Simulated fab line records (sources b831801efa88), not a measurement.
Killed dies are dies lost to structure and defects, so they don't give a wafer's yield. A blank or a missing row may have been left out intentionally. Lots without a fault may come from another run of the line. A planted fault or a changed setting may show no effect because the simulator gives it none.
fab line records ; flow sky130 ; part 1 of 2: steps 1 to 26 of 41
record lots=5; wafers=15; lastDay=50
route steps=708 shown CONTACT@429 METAL1@434 VIA1@458
lots with no fault: from the same line, run without faults
startH: hours from the record's first day to the start of the lot's first wafer shown ; waitH: hours from the lot's prior step to this one ; " unchanged from the row above ; L1.1+2: several wafers, shown together as one row ; - no value present, or no start provided ; * or withheld: withheld ; < > ~ a bound
route shown NAME@n: a module of which the file shows steps, and the number in the route of the first ; usual: mean/standard deviation of fault-free wafers ; same: alike in all rows ; chamber/n: place in a boat ; sites: per-site readings ; _std_site: the standard deviation of these ; _edge_site: the outer-site mean with the inner-site mean subtracted ; radiusMm: how far each site lies from the wafer's centre ; mask NAME#n: copy n ; behind: the last tool/chamber to shape the wafer ; hold: why the lot was held/for how many hours/how that ended ; device: transistor that didn't switch, given as n, p or np ; end of line: the same wafers' tests at the end of the route ; step lacking rows: just its recipe ; killed: dies that structure and defects cost at the first sort, which is not the same as the wafer's yield ; map: a wafer's dies, marking killed ones x, the rest . and places with no die _
set.NAME: the setting that was run; set.NAME@STEP: the one run at that earlier step ; model.NAME: the simulator's own value behind a step, which no gauge read
lots at selected steps of the route; one table per step, one row per wafer
services: when a tool's chamber went out of use (startH, in hours from the record's first day, below 0 if earlier), for how many hours, and the reason
## steps
# step SKY_CONTACT_SPUTTER_23
# recipe material=TiN; targetThkNm=20; chamberPressurePa=5; powerW=4000; timeS=80
# usual throttleValvePct=30.1/0.81
lot.wafer;tool;chamber;startH;waitH;throttleValvePct
L074.1;pvdSputter-01;-;733.07;0.0;30.5
L074.2;pvdSputter-01;-;733.07;0.0;31.3
L074.4;pvdSputter-01;-;733.07;0.0;29.5
L081.2;pvdSputter-02;-;795.62;0.0;30.2
L081.3;pvdSputter-02;-;795.62;0.0;29.0
L081.5;pvdSputter-02;-;795.62;0.0;30.7
L082.1;pvdSputter-03;-;800.34;0.0;29.6
L082.2;pvdSputter-03;-;800.34;0.0;29.1
L082.4;pvdSputter-03;-;800.34;0.0;30.1
L087.2;pvdSputter-02;-;848.00;0.0;30.3
L087.5;pvdSputter-02;-;848.00;0.0;30.1
L087.6;pvdSputter-02;-;848.00;0.0;30.6
L095.1;pvdSputter-02;-;908.40;0.0;28.5
L095.2;pvdSputter-02;-;908.40;0.0;31.3
L095.6;pvdSputter-02;-;908.40;0.0;31.2
# step SKY_CONTACT_CVD_24
# recipe material=W; targetThkNm=340; timeS=102.12; tempC=400; pressureTorr=40
# usual heaterPowerW=859/90
lot.wafer;tool;chamber;startH;waitH;heaterPowerW
L074.1;cvdW-01;1;733.13;0.0;969
L074.2;cvdW-01;0;733.13;0.0;925
L074.4;cvdW-01;0;733.13;0.0;913
L081.2;cvdW-02;1;795.68;0.0;786
L081.3;cvdW-02;1;795.68;0.0;769
L081.5;cvdW-02;1;795.68;0.0;782
L082.1;cvdW-02;1;800.40;0.0;803
L082.2;cvdW-02;0;800.40;0.0;753
L082.4;cvdW-02;1;800.40;0.0;799
L087.2;cvdW-02;1;848.06;0.0;758
L087.5;cvdW-02;1;848.06;0.0;778
L087.6;cvdW-02;0;848.06;0.0;753
L095.1;cvdW-02;1;908.46;0.0;802
L095.2;cvdW-02;0;908.46;0.0;759
L095.6;cvdW-02;0;908.46;0.0;742
# step SKY_CONTACT_RS_MEAS_25
# recipe thkMeasGauge=four-point-probe; reads=W_of_CONTACT_CVD_24+TiN_of_CONTACT_SPUTTER_23
# usual CONTACT_W_RS=0.340/0.0038
lot.wafer;tool;chamber;startH;waitH;CONTACT_W_RS[ohm/sq]
L074.1;filmMetro-01;-;733.24;0.1;0.338
L074.2;filmMetro-01;-;733.24;0.1;0.333
L074.4;filmMetro-01;-;733.24;0.1;0.337
L081.2;filmMetro-01;-;795.81;0.1;0.340
L081.3;filmMetro-01;-;795.81;0.1;0.343
L081.5;filmMetro-01;-;795.81;0.1;0.343
L082.1;filmMetro-03;-;800.51;0.1;0.336
L082.2;filmMetro-03;-;800.51;0.1;0.337
L082.4;filmMetro-03;-;800.51;0.1;0.342
L087.2;filmMetro-01;-;848.19;0.1;0.342
L087.5;filmMetro-01;-;848.19;0.1;0.343
L087.6;filmMetro-01;-;848.19;0.1;0.338
L095.1;filmMetro-03;-;908.57;0.1;0.334
L095.2;filmMetro-03;-;908.57;0.1;0.340
L095.6;filmMetro-03;-;908.57;0.1;0.335
# step SKY_CONTACT_THK_MEAS_26
# recipe thkMeasGauge=xrf; reads=W_of_CONTACT_CVD_24
# usual CONTACT_W_THK=345/7.1
lot.wafer;tool;chamber;startH;waitH;CONTACT_W_THK[nm]
L074.1;filmMetro-01;-;733.36;0.1;346
L074.2;filmMetro-01;-;733.36;0.1;351
L074.4;filmMetro-01;-;733.36;0.1;347
L081.2;filmMetro-01;-;795.92;0.1;343
L081.3;filmMetro-01;-;795.92;0.1;340
L081.5;filmMetro-01;-;795.92;0.1;339
L082.1;filmMetro-03;-;800.63;0.1;354
L082.2;filmMetro-03;-;800.63;0.1;353
L082.4;filmMetro-03;-;800.63;0.1;347
L087.2;filmMetro-01;-;848.30;0.1;338
L087.5;filmMetro-01;-;848.30;0.1;339
L087.6;filmMetro-01;-;848.30;0.1;344
L095.1;filmMetro-03;-;908.69;0.1;359
L095.2;filmMetro-03;-;908.69;0.1;351
L095.6;filmMetro-03;-;908.69;0.1;358
# step SKY_CONTACT_CMP_27
# recipe stopOn=SiO2; tOverpolishS=15; downForcePsi=3.5; platenRpm=60; targetThkNm=0; padVelocityMS=0.94248
# usual motorCurrentA=11.6/0.58; overpolishRunS=15.000/0.0094; timeToEndpointS=81/3.6
# same tOverpolishS=15
lot.wafer;tool;chamber;startH;waitH;motorCurrentA;overpolishRunS;timeToEndpointS
L074.2;cmp-02;1;733.42;0.0;11.4;14.989;83
L074.1;cmp-02;3;733.42;0.0;11.6;15.001;75
L074.4;cmp-02;0;733.42;0.0;10.8;15.019;77
L081.2;cmp-01;3;796.02;0.1;12.4;15.007;83
L081.3;cmp-01;0;796.02;0.1;12.1;14.984;83
L081.5;cmp-01;2;796.02;0.1;11.2;14.994;80
L082.4;cmp-01;3;800.69;0.0;12.9;15.006;82
L082.2;cmp-01;0;800.69;0.0;11.4;14.997;84
L082.1;cmp-01;1;800.69;0.0;11.3;14.986;90
L087.2;cmp-01;1;848.60;0.3;11.8;14.995;86
L087.5;cmp-01;1;848.60;0.3;11.7;14.994;88
L087.6;cmp-01;2;848.60;0.3;12.0;15.002;80
L095.1;cmp-01;3;908.75;0.1;12.2;14.989;79
L095.2;cmp-01;2;908.75;0.1;12.6;15.002;76
L095.6;cmp-01;3;908.75;0.1;12.8;15.007;77
# step SKY_METAL1_SPUTTER_00
# recipe material=Ti; targetThkNm=15; powerW=3000; timeS=10; chamberPressurePa=0.3895
# usual throttleValvePct=29.8/0.83
lot.wafer;tool;chamber;startH;waitH;throttleValvePct
L074.1;pvdSputter-03;-;733.72;0.1;29.7
L074.2;pvdSputter-03;-;733.72;0.1;29.2
L074.4;pvdSputter-03;-;733.72;0.1;29.4
L081.2;pvdSputter-04;-;796.27;0.2;30.2
L081.3;pvdSputter-04;-;796.27;0.2;28.8
L081.5;pvdSputter-04;-;796.27;0.2;29.0
L082.1;pvdSputter-02;-;800.99;0.1;31.3
L082.2;pvdSputter-02;-;800.99;0.1;30.9
L082.4;pvdSputter-02;-;800.99;0.1;30.2
L087.2;pvdSputter-03;-;848.90;0.2;29.2
L087.5;pvdSputter-03;-;848.90;0.2;29.7
L087.6;pvdSputter-03;-;848.90;0.2;29.3
L095.1;pvdSputter-02;-;909.05;0.2;30.2
L095.2;pvdSputter-02;-;909.05;0.2;30.7
L095.6;pvdSputter-02;-;909.05;0.2;28.8
# step SKY_METAL1_SPUTTER_01
# recipe material=TiN; targetThkNm=20; powerW=6500; timeS=16.7; chamberPressurePa=0.4
# usual throttleValvePct=29.8/0.79
lot.wafer;tool;chamber;startH;waitH;throttleValvePct
L074.1;pvdSputter-03;-;733.75;0.0;29.7
L074.2;pvdSputter-03;-;733.75;0.0;29.2
L074.4;pvdSputter-03;-;733.75;0.0;29.3
L081.2;pvdSputter-04;-;796.29;0.0;30.5
L081.3;pvdSputter-04;-;796.29;0.0;29.0
L081.5;pvdSputter-04;-;796.29;0.0;28.9
L082.1;pvdSputter-02;-;801.01;0.0;31.2
L082.2;pvdSputter-02;-;801.01;0.0;30.9
L082.4;pvdSputter-02;-;801.01;0.0;30.3
L087.2;pvdSputter-03;-;848.92;0.0;29.5
L087.5;pvdSputter-03;-;848.92;0.0;29.6
L087.6;pvdSputter-03;-;848.92;0.0;29.2
L095.1;pvdSputter-02;-;909.07;0.0;30.0
L095.2;pvdSputter-02;-;909.07;0.0;30.9
L095.6;pvdSputter-02;-;909.07;0.0;28.6
# step SKY_METAL1_SPUTTER_02
# recipe material=AlCu; targetThkNm=250; powerW=10600; timeS=13.3; chamberPressurePa=0.4
# usual throttleValvePct=29.8/0.8
lot.wafer;tool;chamber;startH;waitH;throttleValvePct
L074.1;pvdSputter-03;-;733.77;0.0;29.7
L074.2;pvdSputter-03;-;733.77;0.0;28.9
L074.4;pvdSputter-03;-;733.77;0.0;29.1
L081.2;pvdSputter-04;-;796.32;0.0;30.3
L081.3;pvdSputter-04;-;796.32;0.0;29.0
L081.5;pvdSputter-04;-;796.32;0.0;29.1
L082.1;pvdSputter-02;-;801.04;0.0;31.4
L082.2;pvdSputter-02;-;801.04;0.0;30.8
L082.4;pvdSputter-02;-;801.04;0.0;30.1
L087.2;pvdSputter-03;-;848.94;0.0;29.1
L087.5;pvdSputter-03;-;848.94;0.0;29.9
L087.6;pvdSputter-03;-;848.94;0.0;29.0
L095.1;pvdSputter-02;-;909.10;0.0;30.0
L095.2;pvdSputter-02;-;909.10;0.0;30.9
L095.6;pvdSputter-02;-;909.10;0.0;28.8
# step SKY_METAL1_SPUTTER_03
# recipe material=Ti; targetThkNm=5; powerW=3000; timeS=3.3; chamberPressurePa=0.4
# usual throttleValvePct=29.8/0.79
lot.wafer;tool;chamber;startH;waitH;throttleValvePct
L074.1;pvdSputter-03;-;733.80;0.0;29.8
L074.2;pvdSputter-03;-;733.80;0.0;29.1
L074.4;pvdSputter-03;-;733.80;0.0;29.6
L081.2;pvdSputter-04;-;796.34;0.0;30.2
L081.3;pvdSputter-04;-;796.34;0.0;29.1
L081.5;pvdSputter-04;-;796.34;0.0;29.1
L082.1;pvdSputter-02;-;801.06;0.0;31.1
L082.2;pvdSputter-02;-;801.06;0.0;30.6
L082.4;pvdSputter-02;-;801.06;0.0;29.9
L087.2;pvdSputter-03;-;848.97;0.0;29.4
L087.5;pvdSputter-03;-;848.97;0.0;29.7
L087.6;pvdSputter-03;-;848.97;0.0;29.3
L095.1;pvdSputter-02;-;909.12;0.0;30.4
L095.2;pvdSputter-02;-;909.12;0.0;30.8
L095.6;pvdSputter-02;-;909.12;0.0;28.6
# step SKY_METAL1_SPUTTER_04
# recipe material=TiN; targetThkNm=70; powerW=6500; timeS=58.3; chamberPressurePa=0.4
# usual throttleValvePct=29.8/0.8
lot.wafer;tool;chamber;startH;waitH;throttleValvePct
L074.1;pvdSputter-03;-;733.81;0.0;29.6
L074.2;pvdSputter-03;-;733.81;0.0;29.2
L074.4;pvdSputter-03;-;733.81;0.0;29.3
L081.2;pvdSputter-04;-;796.36;0.0;30.1
L081.3;pvdSputter-04;-;796.36;0.0;29.2
L081.5;pvdSputter-04;-;796.36;0.0;29.0
L082.1;pvdSputter-02;-;801.08;0.0;31.3
L082.2;pvdSputter-02;-;801.08;0.0;30.8
L082.4;pvdSputter-02;-;801.08;0.0;30.1
L087.2;pvdSputter-03;-;848.99;0.0;29.3
L087.5;pvdSputter-03;-;848.99;0.0;29.5
L087.6;pvdSputter-03;-;848.99;0.0;29.4
L095.1;pvdSputter-02;-;909.14;0.0;30.3
L095.2;pvdSputter-02;-;909.14;0.0;30.4
L095.6;pvdSputter-02;-;909.14;0.0;28.7
# step SKY_METAL1_RS_MEAS_05
# recipe thkMeasGauge=four-point-probe; reads=TiN_of_METAL1_SPUTTER_04+Ti_of_METAL1_SPUTTER_03+AlCu_of_METAL1_SPUTTER_02+TiN_of_METAL1_SPUTTER_01+Ti_of_METAL1_SPUTTER_00
# usual METAL1_ALCU_RS=0.1269/0.0012
lot.wafer;tool;chamber;startH;waitH;METAL1_ALCU_RS[ohm/sq]
L074.1;filmMetro-03;-;733.86;0.0;0.1288
L074.2;filmMetro-03;-;733.86;0.0;0.1281
L074.4;filmMetro-03;-;733.86;0.0;0.1267
L081.2;filmMetro-03;-;796.43;0.0;0.1263
L081.3;filmMetro-03;-;796.43;0.0;0.1268
L081.5;filmMetro-03;-;796.43;0.0;0.1259
L082.1;filmMetro-04;-;801.13;0.0;0.1285
L082.2;filmMetro-04;-;801.13;0.0;0.1287
L082.4;filmMetro-04;-;801.13;0.0;0.1285
L087.2;filmMetro-03;-;849.06;0.0;0.1254
L087.5;filmMetro-03;-;849.06;0.0;0.1267
L087.6;filmMetro-03;-;849.06;0.0;0.1260
L095.1;filmMetro-03;-;909.19;0.0;0.1254
L095.2;filmMetro-03;-;909.19;0.0;0.1264
L095.6;filmMetro-03;-;909.19;0.0;0.1264
# step SKY_METAL1_THK_MEAS_06
# recipe thkMeasGauge=xrf; reads=AlCu_of_METAL1_SPUTTER_02
# usual METAL1_ALCU_THK=251/3.2
lot.wafer;tool;chamber;startH;waitH;METAL1_ALCU_THK[nm]
L074.1;filmMetro-03;-;733.98;0.1;249
L074.2;filmMetro-03;-;733.98;0.1;249
L074.4;filmMetro-03;-;733.98;0.1;253
L081.2;filmMetro-03;-;796.54;0.1;254
L081.3;filmMetro-03;-;796.54;0.1;254
L081.5;filmMetro-03;-;796.54;0.1;256
L082.1;filmMetro-04;-;801.25;0.1;246
L082.2;filmMetro-04;-;801.25;0.1;244
L082.4;filmMetro-04;-;801.25;0.1;246
L087.2;filmMetro-03;-;849.17;0.1;255
L087.5;filmMetro-03;-;849.17;0.1;252
L087.6;filmMetro-03;-;849.17;0.1;254
L095.1;filmMetro-03;-;909.31;0.1;253
L095.2;filmMetro-03;-;909.31;0.1;251
L095.6;filmMetro-03;-;909.31;0.1;252
# step SKY_METAL1_DEHYDRATE_07
# recipe tempC=200; timeS=60
lot.wafer;tool;chamber;startH;waitH
L074.1+2+4;lithoTrack-02;0;744.91;10.9
L081.2+3+5;lithoTrack-02;0;809.08;12.5
L082.1+2+4;lithoTrack-04;0;814.22;13.0
L087.2+5+6;lithoTrack-04;0;861.15;12.0
L095.1+2+6;lithoTrack-02;0;921.26;11.9
# step SKY_METAL1_HMDS_08
# recipe primeTimeS=60; primeTempC=120
lot.wafer;tool;chamber;startH;waitH
L074.1+2+4;lithoTrack-02;0;745.06;0.1
L081.2+3+5;lithoTrack-02;0;809.23;0.1
L082.1+2+4;lithoTrack-04;0;814.37;0.1
L087.2+5+6;lithoTrack-04;0;861.30;0.1
L095.1+2+6;lithoTrack-02;0;921.41;0.1
# step SKY_METAL1_COAT_09
# recipe resist=BARC; tempC=withheld; timeS=withheld; spinRpm=3000; resistThkNm=60
lot.wafer;tool;chamber;startH;waitH
L074.1+2+4;lithoTrack-02;0;745.21;0.1
L081.2+3+5;lithoTrack-02;0;809.38;0.1
L082.1+2+4;lithoTrack-04;0;814.52;0.1
L087.2+5+6;lithoTrack-04;0;861.45;0.1
L095.1+2+6;lithoTrack-02;0;921.56;0.1
# step SKY_METAL1_COAT_10
# recipe resist=KrF-thick; spinRpm=3000; resistThkNm=450
lot.wafer;tool;chamber;startH;waitH
L074.1+2+4;lithoTrack-02;0;-;-
L081.2+3+5;lithoTrack-02;0;-;-
L082.1+2+4;lithoTrack-04;0;-;-
L087.2+5+6;lithoTrack-04;0;-;-
L095.1+2+6;lithoTrack-02;0;-;-
# step SKY_METAL1_SOFTBAKE_11
# recipe tempC=100; timeS=90; resist=KrF-thick
lot.wafer;tool;chamber;startH;waitH
L074.1+2+4;lithoTrack-02;0;-;-
L081.2+3+5;lithoTrack-02;0;-;-
L082.1+2+4;lithoTrack-04;0;-;-
L087.2+5+6;lithoTrack-04;0;-;-
L095.1+2+6;lithoTrack-02;0;-;-
# step SKY_METAL1_EXPOSE_12
# recipe maskId=MM1; na=0.8; sourceShape=annular; sigmaInner=0.55; sigmaOuter=0.85; targetCdNm=140; doseMj=28
# usual exposureDoseMJCm2=27.955/0.027
lot.wafer;tool;chamber;startH;waitH;mask;exposureDoseMJCm2
L074.1;krfScanner-01;0;-;-;MM1#0;27.933
L074.2;krfScanner-01;0;-;-;MM1#0;27.918
L074.4;krfScanner-01;0;-;-;MM1#0;27.953
L081.2;krfScanner-02;0;-;-;MM1#0;27.995
L081.3;krfScanner-02;0;-;-;MM1#0;27.961
L081.5;krfScanner-02;0;-;-;MM1#0;27.982
L082.1;krfScanner-02;0;-;-;MM1#0;27.999
L082.2;krfScanner-02;0;-;-;MM1#0;27.963
L082.4;krfScanner-02;0;-;-;MM1#0;27.963
L087.2;krfScanner-01;0;-;-;MM1#0;27.916
L087.5;krfScanner-01;0;-;-;MM1#0;27.900
L087.6;krfScanner-01;0;-;-;MM1#0;27.947
L095.1;krfScanner-02;0;-;-;MM1#0;27.989
L095.2;krfScanner-02;0;-;-;MM1#0;27.981
L095.6;krfScanner-02;0;-;-;MM1#0;27.939
# step SKY_METAL1_PEB_13
# recipe pebTempC=withheld; pebTimeS=withheld; resist=KrF-thick
lot.wafer;tool;chamber;startH;waitH
L074.1+2+4;lithoTrack-01;0;-;-
L081.2+3+5;lithoTrack-01;0;-;-
L082.1+2+4;lithoTrack-04;0;-;-
L087.2+5+6;lithoTrack-04;0;-;-
L095.1+2+6;lithoTrack-02;0;-;-
# step SKY_METAL1_DEVELOP_14
# recipe developTimeS=60; resist=KrF-thick; devTempC=21
lot.wafer;tool;chamber;startH;waitH
L074.1+2+4;lithoTrack-01;0;-;-
L081.2+3+5;lithoTrack-01;0;-;-
L082.1+2+4;lithoTrack-04;0;-;-
L087.2+5+6;lithoTrack-04;0;-;-
L095.1+2+6;lithoTrack-02;0;-;-
# step SKY_METAL1_CD_MEAS_15
# recipe targetCdNm=140
# usual cdNm=140.8/1.4
lot.wafer;tool;chamber;startH;waitH;cdNm
L074.1;cdSem-01;-;760.93;-;140.9
L074.2;cdSem-01;-;760.93;-;139.5
L074.4;cdSem-01;-;760.93;-;140.4
L081.2;cdSem-01;-;822.70;-;138.6
L081.3;cdSem-01;-;822.70;-;138.4
L081.5;cdSem-01;-;822.70;-;138.1
L082.1;cdSem-02;-;827.07;-;139.3
L082.2;cdSem-02;-;827.07;-;139.0
L082.4;cdSem-02;-;827.07;-;140.7
L087.2;cdSem-01;-;874.99;-;137.4
L087.5;cdSem-01;-;874.99;-;138.7
L087.6;cdSem-01;-;874.99;-;140.4
L095.1;cdSem-02;-;934.06;-;138.7
L095.2;cdSem-02;-;934.06;-;140.3
L095.6;cdSem-02;-;934.06;-;137.8
# step SKY_METAL1_OVL_MEAS_16
# usual METAL1_OVL=4/4.2
lot.wafer;tool;chamber;startH;waitH;METAL1_OVL[nm]
L074.1;overlay-02;-;761.05;0.1;1
L074.2;overlay-02;-;761.05;0.1;3
L074.4;overlay-02;-;761.05;0.1;5
L081.2;overlay-02;-;822.81;0.1;11
L081.3;overlay-02;-;822.81;0.1;0
L081.5;overlay-02;-;822.81;0.1;4
L082.1;overlay-02;-;827.19;0.1;-3
L082.2;overlay-02;-;827.19;0.1;7
L082.4;overlay-02;-;827.19;0.1;0
L087.2;overlay-02;-;875.10;0.1;5
L087.5;overlay-02;-;875.10;0.1;-7
L087.6;overlay-02;-;875.10;0.1;2
L095.1;overlay-01;-;934.18;0.1;5
L095.2;overlay-01;-;934.18;0.1;8
L095.6;overlay-01;-;934.18;0.1;6
# step SKY_METAL1_DESCUM_17
# recipe chemistry=O2; sourcePowerW=150; biasPowerW=0; pressureMtorr=10; tempC=40; timeS=8
# usual drypumpMotorCurrentA=6.0/0.45; oesProductAu=0.998/0.0095
lot.wafer;tool;chamber;startH;waitH;drypumpMotorCurrentA;oesProductAu;rfHoursCounterH
L074.1;rieMetal-02;0;761.09;0.0;6.2;1.005;10
L074.2;rieMetal-02;1;761.09;0.0;5.4;0.994;2
L074.4;rieMetal-02;0;761.09;0.0;6.2;1.001;-
L081.2;rieMetal-01;0;822.84;0.0;6.8;0.994;3
L081.3;rieMetal-01;1;822.84;0.0;5.3;1.004;-
L081.5;rieMetal-01;0;822.84;0.0;6.8;1.004;-
L082.1;rieMetal-02;0;827.23;0.0;6.2;1.003;12
L082.2;rieMetal-02;1;827.23;0.0;5.4;0.988;4
L082.4;rieMetal-02;0;827.23;0.0;6.2;1.004;-
L087.2;rieMetal-01;1;875.13;0.0;5.3;1.011;3
L087.5;rieMetal-01;0;875.13;0.0;6.8;1.006;-
L087.6;rieMetal-01;1;875.13;0.0;5.3;1.007;-
L095.1;rieMetal-01;1;934.22;0.0;5.3;1.019;6
L095.2;rieMetal-01;0;934.22;0.0;6.8;1.008;8
L095.6;rieMetal-01;0;934.22;0.0;6.8;0.997;-
# step SKY_METAL1_ETCH_18
# recipe chemistry=N2/H2; target=BARC; ionEnergyEv=200; biasW=96.78; pressureMtorr=30; n2FlowSccm=100; h2FlowSccm=200; icpW=500; stopOn=SiO2; timeS=45.9; targetDepthA=600
# usual drypumpMotorCurrentA=6.0/0.45; n2FlowSccm=100.0/0.32; oesProductAu=0.854/0.0048; throttleValvePct=13.224/0.01
lot.wafer;tool;chamber;startH;waitH;drypumpMotorCurrentA;n2FlowSccm;oesProductAu;rfHoursCounterH;throttleValvePct
L074.1;rieMetal-02;0;761.12;0.0;6.2;99.8;0.856;10;13.213
L074.2;rieMetal-02;1;761.12;0.0;5.4;99.9;0.842;2;13.226
L074.4;rieMetal-02;0;761.12;0.0;6.2;99.7;0.856;-;13.214
L081.2;rieMetal-01;0;822.87;0.0;6.8;100.5;0.869;3;13.245
L081.3;rieMetal-01;1;822.87;0.0;5.3;99.8;0.854;-;13.227
L081.5;rieMetal-01;0;822.87;0.0;6.7;99.9;0.857;-;13.232
L082.1;rieMetal-02;0;827.26;0.0;6.2;99.5;0.859;12;13.223
L082.2;rieMetal-02;1;827.26;0.0;5.4;100.3;0.860;4;13.226
L082.4;rieMetal-02;0;827.26;0.0;6.2;100.1;0.850;-;13.225
L087.2;rieMetal-01;1;875.16;0.0;5.3;99.8;0.859;3;13.226
L087.5;rieMetal-01;0;875.16;0.0;6.8;99.7;0.864;-;13.230
L087.6;rieMetal-01;1;875.16;0.0;5.3;99.7;0.849;-;13.237
L095.1;rieMetal-01;1;934.25;0.0;5.3;99.5;0.853;6;13.219
L095.2;rieMetal-01;0;934.25;0.0;6.7;100.1;0.855;8;13.210
L095.6;rieMetal-01;0;934.25;0.0;6.8;100.7;0.855;-;13.225
# step SKY_METAL1_METAL_ETCH_19
# recipe targetDepthA=3600; stopOn=SiO2; overEtchFrac=0.3; timeS=78; chemistry=Cl2/BCl3; resistSidewallDeg=88; pressureMtorr=10; icpW=900; biasW=48.5; Cl2_flow_sccm=60; bcl3FlowSccm=30
# usual drypumpMotorCurrentA=6.0/0.45; oesProductAu=0.854/0.0055; throttleValvePct=22.265/0.0093
# same overEtchFrac=0.3
lot.wafer;tool;chamber;startH;waitH;drypumpMotorCurrentA;oesProductAu;rfHoursCounterH;throttleValvePct
L074.1;rieMetal-02;0;761.18;0.0;6.2;0.853;10;22.281
L074.2;rieMetal-02;1;761.18;0.0;5.4;0.860;2;22.263
L074.4;rieMetal-02;0;761.18;0.0;6.2;0.850;-;22.267
L081.2;rieMetal-01;0;822.93;0.0;6.8;0.862;3;22.267
L081.3;rieMetal-01;1;822.93;0.0;5.3;0.852;-;22.277
L081.5;rieMetal-01;0;822.93;0.0;6.8;0.859;-;22.275
L082.1;rieMetal-02;0;827.32;0.0;6.1;0.851;12;22.279
L082.2;rieMetal-02;1;827.32;0.0;5.4;0.856;4;22.260
L082.4;rieMetal-02;0;827.32;0.0;6.2;0.846;-;22.244
L087.2;rieMetal-01;1;875.22;0.0;5.3;0.857;3;22.273
L087.5;rieMetal-01;0;875.22;0.0;6.7;0.868;-;22.248
L087.6;rieMetal-01;1;875.22;0.0;5.3;0.852;-;22.244
L095.1;rieMetal-01;1;934.31;0.0;5.3;0.854;6;22.253
L095.2;rieMetal-01;0;934.31;0.0;6.8;0.858;8;22.253
L095.6;rieMetal-01;0;934.31;0.0;6.8;0.847;-;22.272
# step SKY_METAL1_STRIP_20
# recipe chemistry=O2/N2; powerW=1400; pressureMtorr=1500; platenTempC=withheld; o2FlowSccm=3000; n2FlowSccm=300; overashFraction=0.5
# usual drypumpMotorCurrentA=5.50/0.24; n2FlowSccm=300.2/0.95; oesProductAu=0.343/0.0048; stripTimeToEndpointS=2.71/0.044
lot.wafer;tool;chamber;startH;waitH;drypumpMotorCurrentA;n2FlowSccm;oesProductAu;rfHoursCounterH;stripTimeToEndpointS
L074.1;plasmaAsher-01;0;761.27;0.1;5.61;298.6;0.340;35;2.66
L074.2;plasmaAsher-01;1;761.27;0.1;5.87;300.3;0.344;35;2.71
L074.4;plasmaAsher-01;0;761.27;0.1;5.60;297.6;0.336;-;2.64
L081.2;plasmaAsher-03;0;823.02;0.1;5.15;300.0;0.341;8;2.70
L081.3;plasmaAsher-03;0;823.02;0.1;5.14;300.2;0.342;-;2.69
L081.5;plasmaAsher-03;1;823.02;0.1;5.68;301.6;0.345;-;2.71
L082.1;plasmaAsher-03;1;827.41;0.1;5.70;301.1;0.343;8;2.68
L082.2;plasmaAsher-03;0;827.41;0.1;5.13;299.0;0.340;8;2.79
L082.4;plasmaAsher-03;0;827.41;0.1;5.14;300.0;0.343;-;2.67
L087.2;plasmaAsher-02;0;875.31;0.1;5.61;301.1;0.336;66;2.65
L087.5;plasmaAsher-02;0;875.31;0.1;5.60;301.5;0.335;-;2.66
L087.6;plasmaAsher-02;1;875.31;0.1;5.49;300.4;0.342;-;2.64
L095.1;plasmaAsher-03;1;934.40;0.1;5.71;299.3;0.347;20;2.67
L095.2;plasmaAsher-03;0;934.40;0.1;5.13;298.1;0.340;20;2.69
L095.6;plasmaAsher-03;1;934.40;0.1;5.72;300.7;0.346;-;2.66
